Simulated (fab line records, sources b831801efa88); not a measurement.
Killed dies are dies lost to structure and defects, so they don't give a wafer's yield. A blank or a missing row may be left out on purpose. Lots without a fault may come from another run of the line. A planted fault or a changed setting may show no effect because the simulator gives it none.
fab line records | flow sfq_line
record lots=7 wafers=19 last_day=82
route steps=325 shown M0@32 I0@43 M1@58 I1@73 M8@325
lots that met no fault: from a run of the same line without faults
start_h: hours from the record's first day to the start of the lot's first wafer shown | wait_h: hours since the lot's step before | " the same as in the row above | L1.1+2: a row that stands for several wafers | - no value, or no start given | * or withheld: withheld | < > ~ a bound
route shown NAME@n: a module of which the file shows steps, and the number in the route of the first | usual: mean/standard deviation of fault-free wafers | same: alike in all rows | chamber/n: place in a boat | sites: the reading at each site | _std_site: their standard deviation | _edge_site: outer sites' mean less inner sites' | radius_mm: how far each site lies from the wafer's centre | mask NAME#n: copy n | behind: the tool/chamber that last shaped the wafer | hold: why the lot was held/for how many hours/how that ended | device: the transistor (n, p or np) that didn't switch | end of line: the same wafers' tests at the end of the route | a step without rows: its recipe alone | killed: dies lost to structure and defects at the first sort, not the wafer's yield | map: a wafer's dies, x killed, . not, _ none there
set.NAME: the setting as run; set.NAME@STEP: as run at that earlier step | model.NAME: the simulator's own value behind a step, which no gauge read
lots at some steps of the route; a table a step, a row a wafer
services: from which hour (start_h, from the record's first day; less than 0 if before it) a tool's chamber was out of use, for how many hours, and why
## steps
# step SFQ_TRILAYER_M0_LITHO_COAT_026
# recipe resist=BARC spin_rpm=3000 resist_thk_nm=62
# step SFQ_TRILAYER_M0_LITHO_COAT_021
# recipe resist=KrF spin_rpm=3000 resist_thk_nm=600
# step SFQ_TRILAYER_M0_LITHO_SOFTBAKE_025
# recipe temp_c=withheld time_s=withheld resist=KrF
# step SFQ_TRILAYER_M0_LITHO_EXPOSE_022
# recipe mask_id=M0 na=0.6 source_shape=conventional sigma_outer=0.65 target_cd_nm=500 dose_mj=14.4
# step SFQ_TRILAYER_M0_LITHO_PEB_024
# recipe peb_temp_c=115 peb_time_s=60 resist=KrF
# step SFQ_TRILAYER_M0_LITHO_DEVELOP_023
# recipe time_s=60 resist=KrF
# step SFQ_M0_OVL_MEAS_906
# usual M0_OVL=-6/6.9
# columns lot.wafer tool chamber start_h wait_h M0_OVL[nm]
L308.2 overlay-01 - 302.29 0.1 -6
L308.3 " - " " -6
L308.4 " - " " -8
L309.2 overlay-02 - 309.00 0.1 -4
L309.3 " - " " -7
L312.3 overlay-01 - 332.06 0.1 -15
L312.4 " - " " -24
L319.3 overlay-01 - 408.98 0.1 -12
L319.4 " - " " -10
L319.6 " - " " -5
L320.2 overlay-01 - 420.01 0.1 -2
L320.3 " - " " -11
L320.4 " - " " -7
L322.2 overlay-02 - 439.21 0.1 -14
L322.4 " - " " -9
L322.6 " - " " -11
L323.1 overlay-02 - 450.01 0.1 4
L323.2 " - " " -1
L323.6 " - " " -5
# step SFQ_TRILAYER_M0_BARC_OPEN_METAL_ETCH_031
# recipe mask_material=PR chemistry=O2 target_depth_nm=125 target=BARC icp_w=600 bias_w=80 pressure_mtorr=10 time_s=41.7
# step SFQ_TRILAYER_M0_ETCH_METAL_ETCH_024
# recipe target=Nb stop_on=SiO2 mask_material=PR chemistry=Cl2/Ar target_depth_nm=240 icp_w=600 bias_w=80 pressure_mtorr=10 time_s=120
# step SFQ_TRILAYER_M0_STRIP_STRIP_025
# recipe gas=O2 power_w=200 platen_temp_c=40 overash_fraction=0.65 chemistry=O2 pressure_mtorr=50
# step SFQ_TRILAYER_M0_STRIP_SOLV_CLEAN_026
# recipe chemistry=NMP temp_c=70 time_s=600
# step SFQ_TRILAYER_I0_DEP_PECVD_027
# recipe material=SiO2 temp_c=150 time_s=111.11 pressure_torr=2.4 rf_w=183.3 precursor=SiH4/N2O target_thk_nm=500
# step SFQ_TRILAYER_I0_CMP_CMP_028
# recipe material=SiO2 down_force_psi=3 platen_rpm=60 pad_velocity_m_s=0.94248
# usual motor_current_A=9.3/0.79 time_to_endpoint_s=213/9.2
# columns lot.wafer tool chamber start_h wait_h motor_current_A time_to_endpoint_s model.SiO2_of_TRILAYER_I0_DEP_PECVD_027.thk_nm
L308.4 cmp-02 1 304.15 0.0 9.9 209 199.5
L308.3 " 2 " " 7.8 168 248.9
L308.2 " 3 " " 9.9 157 248
L309.3 cmp-02 1 310.57 0.5 9.6 177 249.9
L309.2 " 2 " " 8.1 176 250.2
L312.4 cmp-02 3 334.32 1.2 9.4 209 200.4
L312.3 " 2 335.82 2.7 8.1 172 250.9
L319.3 cmp-01 1 410.04 0.0 8.5 217 200.6
L319.4 " 3 411.04 1.0 10.7 224 200.9
L319.6 " 2 412.54 2.5 9.9 216 201
L320.4 cmp-02 3 422.20 1.1 9.4 203 197.8
L320.2 " 0 " " 8.8 214 198.8
L320.3 " 1 " " 10.1 201 199.3
L322.4 cmp-02 2 440.28 0.0 8.4 214 199.7
L322.2 " 3 " " 10.1 206 198
L322.6 " 2 442.43 2.2 7.9 213 200.5
L323.1 cmp-02 1 451.58 0.5 10.3 225 199.3
L323.2 " 3 452.58 1.5 9.5 200 198.8
L323.6 " 0 " " 9.1 234 200.4
# step SFQ_I0_BOW_MEAS_907
# recipe mode=bow
# usual I0_BOW=1/7.2
# columns lot.wafer tool chamber start_h wait_h I0_BOW[um]
L308.2 film_metro-04 - 307.17 1.5 -3
L308.3 " - " " 6
L308.4 " - " " 0
L309.2 film_metro-03 - 313.09 1.5 -5
L309.3 " - " " 2
L312.3 film_metro-04 - 337.36 1.0 -3
L312.4 " - " " -1
L319.3 film_metro-03 - 413.08 2.5 7
L319.4 " - " " -11
L319.6 " - " " 0
L320.2 film_metro-03 - 424.72 1.5 7
L320.3 " - " " 0
L320.4 " - " " 17
L322.2 film_metro-01 - 443.53 2.2 0
L322.4 " - " " -3
L322.6 " - " " 7
L323.1 film_metro-01 - 454.08 2.0 10
L323.2 " - " " 10
L323.6 " - " " -8
# step SFQ_TRILAYER_I0_METRO_MEASURE_029
# usual thk_nm=200.0/1.2
# columns lot.wafer tool chamber start_h wait_h thk_nm
L308.2 film_metro-04 - 307.47 0.3 247.9
L308.3 " - " " 248.7
L308.4 " - " " 199.4
L309.2 film_metro-03 - 313.39 0.3 250.5
L309.3 " - " " 249.9
L312.3 film_metro-04 - 337.84 0.5 251.2
L312.4 " - " " 200.3
L319.3 film_metro-03 - 413.56 0.5 200.7
L319.4 " - " " 200.7
L319.6 " - " " 201.0
L320.2 film_metro-03 - 425.02 0.3 198.9
L320.3 " - " " 199.5
L320.4 " - " " 197.8
L322.2 film_metro-01 - 443.83 0.3 198.1
L322.4 " - " " 199.7
L322.6 " - " " 200.4
L323.1 film_metro-01 - 454.20 0.1 199.1
L323.2 " - " " 198.6
L323.6 " - " " 200.4
# step SFQ_TRILAYER_I0_VIA_LITHO_COAT_036
# recipe resist=BARC spin_rpm=3000 resist_thk_nm=62
# step SFQ_TRILAYER_I0_VIA_LITHO_COAT_031
# recipe resist=KrF spin_rpm=3000 resist_thk_nm=650
# step SFQ_TRILAYER_I0_VIA_LITHO_SOFTBAKE_035
# recipe temp_c=withheld time_s=withheld resist=KrF
# step SFQ_TRILAYER_I0_VIA_LITHO_EXPOSE_032
# recipe mask_id=I0 na=0.6 source_shape=conventional sigma_outer=0.65 target_cd_nm=500 dose_mj=21.3
# step SFQ_TRILAYER_I0_VIA_LITHO_PEB_034
# recipe peb_temp_c=115 peb_time_s=60 resist=KrF
# step SFQ_TRILAYER_I0_VIA_LITHO_DEVELOP_033
# recipe time_s=60 resist=KrF
# step SFQ_I0_OVL_MEAS_908
# usual I0_OVL=-1/4.4
# columns lot.wafer tool chamber start_h wait_h I0_OVL[nm]
L308.2 overlay-02 - 445.21 0.1 4
L308.3 " - " " 5
L308.4 " - " " 3
L309.2 overlay-02 - 451.21 0.1 3
L309.3 " - " " 1
L312.3 overlay-01 - 477.74 0.1 1
L312.4 " - " " -4
L319.3 overlay-02 - 569.74 0.1 0
L319.4 " - " " -4
L319.6 " - " " 0
L320.2 overlay-02 - 579.34 0.1 -1
L320.3 " - " " -4
L320.4 " - " " 4
L322.2 overlay-02 - 601.06 0.1 -4
L322.4 " - " " 1
L322.6 " - " " 0
L323.1 overlay-01 - 611.86 0.1 -6
L323.2 " - " " -4
L323.6 " - " " -3
# step SFQ_TRILAYER_I0_VIA_BARC_OPEN_VIA_ETCH_046
# recipe mask_material=PR chemistry=O2 target_depth_nm=125 target=BARC source_w=500 bias_w=80 pressure_mtorr=30 time_s=41.7
# usual drypump_motor_current_A=5.6/0.45 oes_product_au=0.686/0.0046
# columns lot.wafer tool chamber start_h wait_h drypump_motor_current_A oes_product_au rf_hours_counter_h
L308.2 rie_diel-02 2 445.24 0.0 5.1 0.684 61
L308.3 " 3 " " 6.0 0.683 13
L308.4 " 2 " " 5.0 0.686 -
L309.2 rie_diel-03 0 451.24 0.0 5.3 0.689 2
L309.3 " 3 " " 5.2 0.680 89
L312.3 rie_diel-03 0 477.77 0.0 5.3 0.683 2
L312.4 " 0 " " 5.3 0.681 -
L319.3 rie_diel-04 3 569.77 0.0 5.6 0.694 1
L319.4 " 1 " " 6.0 0.691 10
L319.6 " 1 " " 6.0 0.679 -
L320.2 rie_diel-04 3 579.37 0.0 5.6 0.690 2
L320.3 " 0 " " 5.1 0.691 49
L320.4 " 1 " " 6.0 0.682 10
L322.2 rie_diel-02 0 601.09 0.0 5.7 0.690 5
L322.4 " 3 " " 6.0 0.690 15
L322.6 " 0 " " 5.7 0.693 -
L323.1 rie_diel-04 2 611.89 0.0 6.1 0.690 35
L323.2 " 3 " " 5.6 0.695 2
L323.6 " 3 " " 5.6 0.689 -
# step SFQ_TRILAYER_I0_VIA_ETCH_VIA_ETCH_034
# recipe target=SiO2 stop_on=Nb mask_material=PR taper_deg=20 chemistry=CHF3 target_depth_nm=260 source_w=500 bias_w=80 pressure_mtorr=30 time_s=withheld
# usual drypump_motor_current_A=5.6/0.45 oes_product_au=0.854/0.0047
# columns lot.wafer tool chamber start_h wait_h drypump_motor_current_A oes_product_au model.I0.feature_depth_nm model.etch.depth_nm
L308.2 rie_diel-02 2 445.28 0.0 5.0 0.971 248 248
L308.3 " 3 " " 6.0 0.966 248.9 248.9
L308.4 " 2 " " 5.1 0.851 199.5 199.5
L309.2 rie_diel-03 0 451.28 0.0 5.3 0.961 250.2 250.2
L309.3 " 3 " " 5.2 0.976 249.9 249.9
L312.3 rie_diel-03 0 477.81 0.0 5.3 0.976 250.9 250.9
L312.4 " 0 " " 5.3 0.855 200.4 200.4
L319.3 rie_diel-04 3 569.81 0.0 5.6 0.856 200.6 200.6
L319.4 " 1 " " 6.0 0.860 200.9 200.9
L319.6 " 1 " " 6.0 0.856 201 201
L320.2 rie_diel-04 3 579.41 0.0 5.6 0.860 198.8 198.8
L320.3 " 0 " " 5.1 0.852 199.3 199.3
L320.4 " 1 " " 6.0 0.851 197.8 197.8
L322.2 rie_diel-02 0 601.13 0.0 5.7 0.848 198 198
L322.4 " 3 " " 6.0 0.859 199.7 199.7
L322.6 " 0 " " 5.7 0.856 200.5 200.5
L323.1 rie_diel-04 2 611.93 0.0 6.1 0.852 199.3 199.3
L323.2 " 3 " " 5.6 0.854 198.8 198.8
L323.6 " 3 " " 5.6 0.852 200.4 200.4
# step SFQ_TRILAYER_I0_VIA_STRIP_STRIP_035
# recipe gas=O2 power_w=200 platen_temp_c=40 overash_fraction=0.65 chemistry=O2 pressure_mtorr=50
# usual drypump_motor_current_A=5.6/0.37 oes_product_au=0.995/0.013
# columns lot.wafer tool chamber start_h wait_h drypump_motor_current_A oes_product_au rf_hours_counter_h
L308.2 rie_metal-03 1 445.39 - 5.7 0.996 24
L308.3 " 1 " " 5.7 0.993 -
L308.4 " 0 " " 5.0 1.009 -
L309.2 rie_metal-01 1 451.39 - 6.1 0.987 17
L309.3 " 1 " " 6.1 1.002 -
L312.3 rie_metal-03 1 478.12 - 5.7 0.997 -
L312.4 " 0 " " 5.0 0.989 -
L319.3 rie_metal-01 1 570.12 - 6.1 0.991 -
L319.4 " 0 " " 5.4 0.986 -
L319.6 " 1 " " 6.0 0.983 -
L320.2 rie_metal-03 1 579.52 - 5.7 0.996 43
L320.3 " 0 " " 5.0 1.019 -
L320.4 " 1 " " 5.7 0.971 -
L322.2 rie_metal-01 1 601.44 - 6.1 0.989 -
L322.4 " 1 " " 6.1 0.992 -
L322.6 " 1 " " 6.1 0.987 -
L323.1 rie_metal-01 0 612.04 - 5.3 0.975 1
L323.2 " 1 " " 6.0 0.992 42
L323.6 " 1 " " 6.0 0.993 -
# step SFQ_TRILAYER_I0_VIA_STRIP_SOLV_CLEAN_036
# recipe chemistry=NMP temp_c=70 time_s=600
# step SFQ_TRILAYER_M1_DEP_PRE_CLEAN_038
# recipe gas=Ar time_s=22.5 bias_v=250
# columns lot.wafer tool chamber start_h wait_h model.SiO2_of_TRILAYER_I0_DEP_PECVD_027.thk_nm
L308.2 pvd_sputter-03 - 446.17 0.0 240.5
L308.3 " - " " 241.4
L308.4 " - " " 192
L309.2 pvd_sputter-04 - 452.18 0.0 242.7
L309.3 " - " " 242.4
L312.3 pvd_sputter-05 - 478.69 0.0 243.4
L312.4 " - " " 192.9
L319.3 pvd_sputter-05 - 570.69 0.0 193.1
L319.4 " - " " 193.4
L319.6 " - " " 193.5
L320.2 pvd_sputter-05 - 580.29 0.0 191.3
L320.3 " - " " 191.8
L320.4 " - " " 190.3
L322.2 pvd_sputter-05 - 602.62 0.0 190.5
L322.4 " - " " 192.2
L322.6 " - " " 193
L323.1 pvd_sputter-03 - 612.83 0.0 191.8
L323.2 " - " " 191.3
L323.6 " - " " 192.9
# step SFQ_TRILAYER_M1_DEP_SPUTTER_037
# recipe material=Nb base_pressure_pa=1.33e-06 chamber_pressure_pa=0.1333 substrate_temp_c=20 resputter_cathode_voltage_v=400 target_thk_nm=200 power_w=2000 time_s=133.3
# step SFQ_M1_RS_MEAS_909
# recipe thk_meas_gauge=four-point-probe reads=Nb_of_TRILAYER_M1_DEP_SPUTTER_037
# usual M1_NB_RS=0.894/0.012
# columns lot.wafer tool chamber start_h wait_h M1_NB_RS[ohm/sq]
L308.2 film_metro-04 - 446.31 0.1 0.888
L308.3 " - " " 0.887
L308.4 " - " " 0.902
L309.2 film_metro-04 - 452.32 0.1 0.890
L309.3 " - " " 0.889
L312.3 film_metro-02 - 478.85 0.1 0.869
L312.4 " - " " 0.867
L319.3 film_metro-03 - 570.85 0.1 0.899
L319.4 " - " " 0.897
L319.6 " - " " 0.895
L320.2 film_metro-03 - 580.43 0.1 0.900
L320.3 " - " " 0.899
L320.4 " - " " 0.904
L322.2 film_metro-03 - 602.76 0.1 0.893
L322.4 " - " " 0.899
L322.6 " - " " 0.889
L323.1 film_metro-02 - 612.95 0.0 0.899
L323.2 " - " " 0.880
L323.6 " - " " 0.906
# step SFQ_TRILAYER_M1_LITHO_COAT_044
# recipe resist=BARC spin_rpm=3000 resist_thk_nm=62
# step SFQ_TRILAYER_M1_LITHO_COAT_039
# recipe resist=KrF spin_rpm=3000 resist_thk_nm=600
# step SFQ_TRILAYER_M1_LITHO_SOFTBAKE_043
# recipe temp_c=withheld time_s=withheld resist=KrF
# step SFQ_TRILAYER_M1_LITHO_EXPOSE_040
# recipe mask_id=M1 na=0.6 source_shape=conventional sigma_outer=0.65 target_cd_nm=500 dose_mj=14.4
# step SFQ_TRILAYER_M1_LITHO_PEB_042
# recipe peb_temp_c=115 peb_time_s=60 resist=KrF
# step SFQ_TRILAYER_M1_LITHO_DEVELOP_041
# recipe time_s=60 resist=KrF
# step SFQ_M1_OVL_MEAS_911
# usual M1_OVL=3/5.5
# columns lot.wafer tool chamber start_h wait_h M1_OVL[nm]
L308.2 overlay-02 - 604.66 0.1 0
L308.3 " - " " 10
L308.4 " - " " 5
L309.2 overlay-01 - 609.46 0.1 0
L309.3 " - " " -1
L312.3 overlay-02 - 634.79 0.1 9
L312.4 " - " " 5
L319.3 overlay-01 - 729.84 0.1 8
L319.4 " - " " 0
L319.6 " - " " -3
L320.2 overlay-01 - 739.43 0.1 10
L320.3 " - " " -6
L320.4 " - " " 7
L322.2 overlay-01 - 759.96 0.1 2
L322.4 " - " " 0
L322.6 " - " " -4
L323.1 overlay-02 - 769.55 0.1 14
L323.2 " - " " 11
L323.6 " - " " 10
# step SFQ_TRILAYER_M1_BARC_OPEN_METAL_ETCH_054
# recipe mask_material=PR chemistry=O2 target_depth_nm=125 target=BARC icp_w=600 bias_w=80 pressure_mtorr=10 time_s=41.7
# step SFQ_TRILAYER_M1_ETCH_METAL_ETCH_042
# recipe target=Nb stop_on=SiO2 mask_material=PR chemistry=Cl2/Ar target_depth_nm=240 icp_w=600 bias_w=80 pressure_mtorr=10 time_s=120
# usual drypump_motor_current_A=5.5/0.3 oes_product_au=0.892/0.0078
# columns lot.wafer tool chamber start_h wait_h drypump_motor_current_A oes_product_au rf_hours_counter_h
L308.2 rie_metal-02 1 604.75 0.0 5.9 0.893 81
L308.3 " 0 " " 5.6 0.902 -
L308.4 " 1 " " 5.9 0.892 -
L309.2 rie_metal-04 0 609.55 0.0 5.5 0.893 63
L309.3 " 0 " " 5.5 0.896 -
L312.3 rie_metal-03 1 634.92 0.1 5.7 0.913 -
L312.4 " 0 " " 5.0 0.906 -
L319.3 rie_metal-04 0 729.96 0.1 5.5 0.891 -
L319.4 " 1 " " 5.2 0.891 -
L319.6 " 1 " " 5.2 0.892 -
L320.2 rie_metal-03 1 739.52 0.0 5.7 0.889 65
L320.3 " 1 " " 5.7 0.890 -
L320.4 " 0 " " 5.0 0.883 -
L322.2 rie_metal-02 1 760.05 0.0 5.9 0.896 104
L322.4 " 0 " " 5.7 0.897 -
L322.6 " 1 " " 5.9 0.899 -
L323.1 rie_metal-02 0 769.65 0.0 5.6 0.883 91
L323.2 " 1 " " 5.9 0.902 106
L323.6 " 1 " " 5.9 0.887 -
# step SFQ_TRILAYER_M1_STRIP_STRIP_043
# recipe gas=O2 power_w=200 platen_temp_c=40 overash_fraction=0.65 chemistry=O2 pressure_mtorr=50
# usual drypump_motor_current_A=5.50/0.3 oes_product_au=1.001/0.013
# columns lot.wafer tool chamber start_h wait_h drypump_motor_current_A oes_product_au rf_hours_counter_h
L308.2 rie_metal-02 1 604.88 0.1 5.88 1.001 81
L308.3 " 0 " " 5.64 0.995 -
L308.4 " 1 " " 5.87 1.006 -
L309.2 rie_metal-04 0 609.68 0.1 5.52 0.987 63
L309.3 " 0 " " 5.55 0.999 -
L312.3 rie_metal-03 1 635.20 0.2 5.69 0.996 -
L312.4 " 0 " " 5.02 1.022 -
L319.3 rie_metal-04 0 730.25 0.2 5.53 1.017 -
L319.4 " 1 " " 5.22 1.015 -
L319.6 " 1 " " 5.21 1.012 -
L320.2 rie_metal-03 1 739.65 0.1 5.68 0.993 65
L320.3 " 1 " " 5.67 0.983 -
L320.4 " 0 " " 5.00 1.016 -
L322.2 rie_metal-02 1 760.17 0.1 5.90 0.986 105
L322.4 " 0 " " 5.63 1.002 -
L322.6 " 1 " " 5.88 0.994 -
L323.1 rie_metal-02 0 769.77 0.1 5.65 0.994 91
L323.2 " 1 " " 5.88 0.976 106
L323.6 " 1 " " 5.89 0.980 -
# step SFQ_TRILAYER_M1_STRIP_SOLV_CLEAN_044
# recipe chemistry=NMP temp_c=70 time_s=600
# step SFQ_TRILAYER_I1_DEP_PECVD_045
# recipe material=SiO2 temp_c=150 time_s=111.11 pressure_torr=2.4 rf_w=183.3 precursor=SiH4/N2O target_thk_nm=500
# usual heater_power_w=90/19 throttle_valve_pct=24.0/1
# columns lot.wafer tool chamber start_h wait_h heater_power_w throttle_valve_pct
L308.2 pecvd-01 0 605.65 0.0 68 22.6
L308.3 " 2 " " 76 23.0
L308.4 " 1 " " 114 23.7
L309.2 pecvd-01 2 610.45 0.0 77 23.2
L309.3 " 0 " " 68 22.7
L312.3 pecvd-01 0 635.78 0.0 70 22.8
L312.4 " 2 " " 79 23.1
L319.3 pecvd-03 1 730.82 0.0 65 25.8
L319.4 " 2 " " 78 22.5
L319.6 " 0 " " 95 23.9
L320.2 pecvd-03 0 740.44 0.0 100 23.8
L320.3 " 1 " " 71 25.8
L320.4 " 1 " " 75 26.2
L322.2 pecvd-04 2 760.95 0.0 95 24.6
L322.4 " 2 " " 98 24.9
L322.6 " 0 " " 97 25.5
L323.1 pecvd-03 1 770.55 0.0 78 26.3
L323.2 " 2 " " 75 22.6
L323.6 " 1 " " 65 26.0
# step SFQ_M8_BOW_MEAS_951
# recipe mode=bow
# usual M8_BOW=10/13
# columns lot.wafer tool chamber start_h wait_h M8_BOW[um] model.etest.i0.link_ohm
L308.2 film_metro-01 - 1846.53 0.0 -2 1.982
L308.3 " - " " 5 2
L308.4 " - " " 0 1.97
L309.2 film_metro-01 - 1848.93 0.0 -12 2.032
L309.3 " - " " -4 2.034
L312.3 film_metro-04 - 1882.90 0.0 13 -
L312.4 " - " " 15 -
L319.3 film_metro-04 - 1931.81 0.0 15 1.96
L319.4 " - " " -2 1.97
L319.6 " - " " 9 1.969
L320.2 film_metro-04 - 1934.18 0.0 25 1.968
L320.3 " - " " 18 1.958
L320.4 " - " " 34 1.979
L322.2 film_metro-01 - 1977.18 0.0 6 1.975
L322.4 " - " " 3 1.986
L322.6 " - " " 14 1.973
L323.1 film_metro-04 - 1978.35 0.0 7 1.995
L323.2 " - " " 9 1.972
L323.6 " - " " -10 2.001
## services
# columns tool chamber start_h hours kind
rie_metal-03 - 284.16 3.1 repair
rie_diel-04 0 318.25 11.6 repair
rie_diel-04 - 322.06 2.3 repair
cmp-02 - 342.12 5.2 pm
rie_diel-02 3 344.03 9.7 repair
rie_metal-02 - 367.07 14.6 pm
rie_diel-04 1 391.77 4.7 repair
cmp-02 - 394.68 1.3 repair
cmp-02 - 407.06 4.0 pm
rie_metal-03 0 412.41 23.6 repair
cmp-02 - 474.58 0.4 repair
rie_diel-04 - 521.05 1.1 repair
cmp-02 - 521.63 2.2 repair
rie_metal-02 - 526.85 2.8 pm
rie_diel-04 - 563.74 2.8 pm
rie_metal-02 - 578.29 0.3 repair
cmp-02 - 605.83 1.8 repair
rie_diel-04 - 641.39 5.3 repair
cmp-02 - 650.33 12.2 pm
rie_metal-03 - 657.69 0.5 repair
rie_metal-03 1 665.90 9.0 repair
cmp-02 - 689.28 3.2 repair
cmp-02 - 716.46 4.9 pm
cmp-02 - 747.06 4.0 pm
## key
first_sign step=SFQ_TRILAYER_I0_CMP_CMP_028 reading=time_to_endpoint_s direction=down sigmas=4.7 usual=* struck=*
effect step=SFQ_TRILAYER_I0_METRO_MEASURE_029 reading=thk_nm direction=up sigmas=43 usual=200.0 struck=249.7
effect step=SFQ_TRILAYER_I0_VIA_ETCH_VIA_ETCH_034 reading=oes_product_au direction=up sigmas=24 usual=0.854 struck=0.970
model_effect step=SFQ_TRILAYER_I0_CMP_CMP_028 value=SiO2_of_TRILAYER_I0_DEP_PECVD_027.thk_nm without=199.6 struck=249.6
model_effect step=SFQ_TRILAYER_I0_VIA_ETCH_VIA_ETCH_034 value=I0.feature_depth_nm without=199.6 struck=249.6
model_effect step=SFQ_TRILAYER_M1_DEP_PRE_CLEAN_038 value=SiO2_of_TRILAYER_I0_DEP_PECVD_027.thk_nm without=192.1 struck=242.1
model_effect step=SFQ_M8_BOW_MEAS_951 value=etest.i0.link_ohm without=1.966 struck=2.012
met_at SFQ_TRILAYER_I0_CMP_CMP_028
struck_wafers L308.2,L308.3,L309.2,L309.3,L312.3
fault kind=process_parameter_drift tool=cmp-02 chamber=- onset_h=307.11 steps=SFQ_TRILAYER_I0_CMP_CMP_028 channel=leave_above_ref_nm offset=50 shape=step end_h=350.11 scope=struck_wafers_only acts_in=these_recipes_only stated=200
